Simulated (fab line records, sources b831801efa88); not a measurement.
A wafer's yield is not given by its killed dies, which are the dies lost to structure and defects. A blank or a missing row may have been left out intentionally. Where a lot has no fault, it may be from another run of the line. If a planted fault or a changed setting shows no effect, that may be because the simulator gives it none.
Problem report in the 8D (eight disciplines) form, filled by code | flow sfq line | the parts of the form that need people (team, actions taken, sign-off) are left out

## 1. PROBLEM STATEMENT
Wafers without a fault read 214 s, standard deviation 6.4; time to endpoint s at SFQ_TRILAYER_I4_CMP_CMP_100 reads a mean of 117 s on 2 wafers belonging to 2 lots. That puts it -15 standard deviations away from the usual mean.
The step: polishes SiO2.
Seen first at day 62 00:15 on cmp-02, wafer L977.5. The record holds 42 wafers of 14 lots with a number at this step. The rule behind "out" and "out of limits": a value lying over 4 standard deviations away from the usual mean. Any other wafer with a number is counted as sound.

## 2. WHAT IT IS AND WHAT IT IS NOT
question                    | is                 | is not
which readings at this step | time to endpoint s | edge zone pressure frac, motor current A
which lots                  | L977, L979         | L958, L959, L960, L964, L965, L967, L968, L969, L970, L971, L972, L974
which wafers of those lots  | L977.5, L979.5     | L977.2, L977.4, L979.3, L979.6
read on which tools         | cmp-02             | cmp-01
when                        | from day 62 00:15  | up to then (38 sound wafers); but 2 sound wafers of L979 came after

## 3. WHAT RULES OUT EACH SUSPECT
Counting: a tool at a process step up to the reading stays a suspect if it ran every lot that is out. Sound lots after the first of them don't rule it out here, since some wafers of a struck lot are sound.
- cmp-02 at SFQ_TRILAYER_I4_CMP_CMP_100 (polishes SiO2): kept. Every lot that is out went through it, the first being L977 (day 61 23:15); the last sound lot it ran before that was L972 (day 59 09:35). Its own time to endpoint s readings are out on those wafers.
- In cmp-02 at SFQ_TRILAYER_I4_CMP_CMP_100, the wafers that are out were processed in chamber 2 and their sound lot-mates in chambers 1, 3.
Remaining after the count: cmp-02 at SFQ_TRILAYER_I4_CMP_CMP_100.

## 4. THE CAUSE (what the simulator had put in)
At SFQ_TRILAYER_I4_CMP_CMP_100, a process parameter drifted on cmp-02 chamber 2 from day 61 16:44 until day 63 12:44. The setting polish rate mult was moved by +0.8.
Counting left only this tool.

## 5. THE CHAIN OF EFFECTS, in route order
One row per reading whose mean, taken over the struck wafers that have a number, lies over 3 standard deviations from the usual. Readings are gone through only where the record gives a usual standard deviation; hours: the median, over the lots, of the time from a lot's start at the first step in this table giving one to that lot's start at this step; sigmas: the change measured in usual standard deviations.
hours | step                        | reading            | usual | on struck wafers | change | sigmas
0     | SFQ_TRILAYER_I4_CMP_CMP_100 | time to endpoint s | 214 s | 117              | -97    | -15
Its process steps:
- SFQ_TRILAYER_I4_CMP_CMP_100: polishes SiO2.

## 6. WHAT WOULD HAVE CAUGHT IT SOONER
In this record the first reading out of limits was taken at day 62 00:15, 8 hours after the fault began at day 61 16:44.
